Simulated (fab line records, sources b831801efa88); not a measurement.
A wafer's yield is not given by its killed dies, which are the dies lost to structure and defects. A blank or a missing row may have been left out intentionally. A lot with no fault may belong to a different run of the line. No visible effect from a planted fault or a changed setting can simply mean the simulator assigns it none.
Comparing a struck lot with a sound one	flow gf180mcu	22 out of 602 route steps
Sound: wafers L898.2, L898.3, L898.4. Wafers L893.2, L893.5, L893.6 were the ones struck. The cause is given at the end.
Order at every step that has rows: each side's tool, ch and its chambers, its first start. Under that, the readings that differ: sound wafers	struck wafers	difference of the means	sigmas: that difference in standard deviations of wafers without a fault.
alike: readings with means less than 2 such deviations apart, plus words and numbers identical on both sides. not compared: withheld readings, readings lacking a value on some wafer, bounds such as >300 that could conceal the same value, and numbers that have no deviation in the record and whose values overlap.
Wherever a step has rows on one side only, a row that says differs or no value, or a row with sigmas, the two part there. Numbers that have no deviation but don't overlap get no sigmas and don't part them. A reading missing from all wafers of one side parts the sides only when that side holds two or more wafers.

first, 6 steps without rows for these wafers: GF_VT_IMPLANT_HMDS_01 (prime time 60 s); GF_VT_IMPLANT_COAT_02 (resist thk 1000 nm); GF_VT_IMPLANT_SOFTBAKE_03 (time 60 s); GF_VT_IMPLANT_EXPOSE_04 (exposes mask LVPWELL LV AREA, target cd 600 nm); GF_VT_IMPLANT_PEB_05; GF_VT_IMPLANT_DEVELOP_06 (develop time 60 s).
GF_VT_IMPLANT_OVL_MEAS_07:
  sound on overlay-02, day 9 09:04; struck on overlay-02, day 7 20:43
  alike: VT_IMPLANT_OVL
then, 1 step without rows for these wafers: GF_VT_IMPLANT_IMPLANT_08.
GF_VT_IMPLANT_STRIP_09: strips in O2/N2.
  sound on plasma_asher-01 ch 0,1, day 9 09:15; struck on plasma_asher-02 ch 0,1, day 7 20:54
  alike: drypump_motor_current_A, heater_power_w, oes_product_au, strip_time_to_endpoint_s
  not compared: rf_hours_counter_h
GF_VT_IMPLANT_TW_MEAS_10:
  sound on film_metro-01, day 9 09:22; struck on film_metro-02, day 7 21:01
  alike: VT_IMPLANT_TW
then, 2 steps without rows for these wafers: GF_VT_IMPLANT_DEHYDRATE_11 (time 60 s); GF_VT_IMPLANT_HMDS_12 (prime time 60 s).
GF_VT_IMPLANT_COAT_13: resist thk 1000 nm.
  sound on litho_track-03 ch 0, day 9 18:14; struck on litho_track-02 ch 0, day 8 04:54
reading	sound	struck	difference	sigmas
model.NOVOLAK_of_VT_IMPLANT_COAT_13.thk_nm (nm)	999.1 1000 999	956.5 957.5 958.7	-41.8	
  alike: chill_plate_temp_C
then, 3 steps without rows for these wafers: GF_VT_IMPLANT_SOFTBAKE_14 (time 60 s); GF_VT_IMPLANT_EXPOSE_15 (exposes mask Nwell LV AREA, target cd 860 nm); GF_VT_IMPLANT_PEB_16.
GF_VT_IMPLANT_DEVELOP_17: develop time 60 s.
  sound on litho_track-03 ch 0, day 10 02:50; struck on litho_track-01 ch 0, day 8 13:05
reading	sound	struck	difference	sigmas
model.NOVOLAK_of_VT_IMPLANT_COAT_13.thk_nm (nm)	998.7 999.7 998.6	956 957.1 958.3	-42	
  alike: chill_plate_temp_C, developer_temp_C
GF_VT_IMPLANT_OVL_MEAS_18:
  sound on overlay-01, day 10 02:58; struck on overlay-02, day 8 13:13
  alike: VT_IMPLANT_01_OVL
then, 1 step without rows for these wafers: GF_VT_IMPLANT_IMPLANT_19.
GF_VT_IMPLANT_STRIP_20: strips in O2/N2.
  sound on plasma_asher-02 ch 0,1, day 10 03:09; struck on plasma_asher-02 ch 0,1, day 8 13:24
reading	sound	struck	difference	sigmas
strip_time_to_endpoint_s (s)	12.61 12.64 12.62	12.14 12.13 12.15	-0.48	-13
  alike: drypump_motor_current_A, heater_power_w, oes_product_au
  not compared: rf_hours_counter_h
GF_VT_IMPLANT_TW_MEAS_21:
  sound on film_metro-03, day 10 03:16; struck on film_metro-02, day 8 13:31
reading	sound	struck	difference	sigmas
VT_IMPLANT_2_TW	1238 1237 1245	1204 1198 1203	-38	-2
GF_PASSIVATION_PROBE_99:
  the record holds rows for the sound wafers here (prober-02, day 33 04:31) but none for the struck ones

## WHERE THEY PART
First at GF_VT_IMPLANT_STRIP_20; last, within this record, at GF_PASSIVATION_PROBE_99.

WHY: what the simulator had put in
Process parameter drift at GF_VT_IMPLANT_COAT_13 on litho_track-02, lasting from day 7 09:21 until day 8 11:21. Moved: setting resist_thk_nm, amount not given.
